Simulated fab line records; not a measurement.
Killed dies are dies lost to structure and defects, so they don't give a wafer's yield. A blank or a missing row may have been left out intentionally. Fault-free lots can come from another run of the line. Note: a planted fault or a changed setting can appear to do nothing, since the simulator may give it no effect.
2 desks looking at one fault | flow sky130 | each desk holds nothing but its own numbers, with what lay behind them at the end

DESK OF THE TOOL OWNER: pecvd-04
The tool's own readings at SKY_PASSIVATION_CVD_02 (deposits Si3N4, target thk 540 nm): means of the sampled wafers that have a number, for each lot that ran on this tool. If a lot's mean is further than 4 standard deviations from the usual mean, the lot is out of limits and carries the mark OUT (the distance appears in the brackets).
Columns: A = heaterPowerW at SKY_PASSIVATION_CVD_02, usual 701 W; B = rfFwdPowerW at SKY_PASSIVATION_CVD_02, usual 449.3 W
lot  | first seen here | A   | B
L656 | day 45 12:55    | 735 | 448.5
L658 | day 45 21:53    | 789 | 448.4
L659 | day 46 08:43    | 669 | 628.9 (+99 or more) OUT
L660 | day 46 11:41    | 680 | 628.5 (+99 or more) OUT
L670 | day 49 01:01    | 687 | 450.9
L671 | day 49 04:04    | 822 | 449.5
This desk's finding: out of limits on L659, L660; first on L659, day 46 08:43 (rfFwdPowerW at SKY_PASSIVATION_CVD_02). L656, L658, L670, L671 stayed within limits.

THE METROLOGY DESK
Lot by lot, what the gauges showed, no matter which tool ran the lot: averages of those sampled wafers that carry a number. If a lot's mean is further than 4 standard deviations from the usual mean, the lot is out of limits and carries the mark OUT (the distance appears in the brackets).
Columns: A = PASSIVATION_CVD_02_THK at SKY_PASSIVATION_THK_MEAS_03, usual 542 nm; B = PAD_OPEN_BOW at SKY_PAD_OPEN_BOW_MEAS_13, usual 48 um
lot  | first seen here | A              | B
L653 | day 45 04:07    | 544            | 43
L655 | day 45 08:33    | 534            | 41
L656 | day 45 13:10    | 548            | 55
L658 | day 45 22:06    | 546            | 48
L659 | day 46 09:04    | 605 (+8.8) OUT | 47
L660 | day 46 12:01    | 594 (+7.3) OUT | 48
L665 | day 47 21:38    | 533            | 54
L669 | day 48 21:47    | 537            | 42
L670 | day 49 01:22    | 545            | 44
L671 | day 49 04:19    | 539            | 48
L673 | day 49 14:07    | 542            | 44
Finding of this desk: L659, L660 out of limits, first seen on L659 at day 46 09:04 (PASSIVATION_CVD_02_THK at SKY_PASSIVATION_THK_MEAS_03). L653, L655, L656, L658, L665, L669, L670, L671, L673 stayed within limits.

BROUGHT TOGETHER
The tool owner's desk could have raised an alarm at day 46 08:43, on L659, L660.
An alarm was possible from the metrology desk at day 46 09:04, on L659, L660.
All the named lots went through SKY_PASSIVATION_CVD_02 on pecvd-04.

WHAT THE SIMULATOR HAD PUT IN
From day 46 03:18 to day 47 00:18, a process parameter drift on pecvd-04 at SKY_PASSIVATION_CVD_02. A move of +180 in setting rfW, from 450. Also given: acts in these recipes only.
Shown lots that were struck: L659, L660.
Hours from the fault's start to each desk's first reading out of limits: the tool owner's desk, 5; the metrology desk, 6.
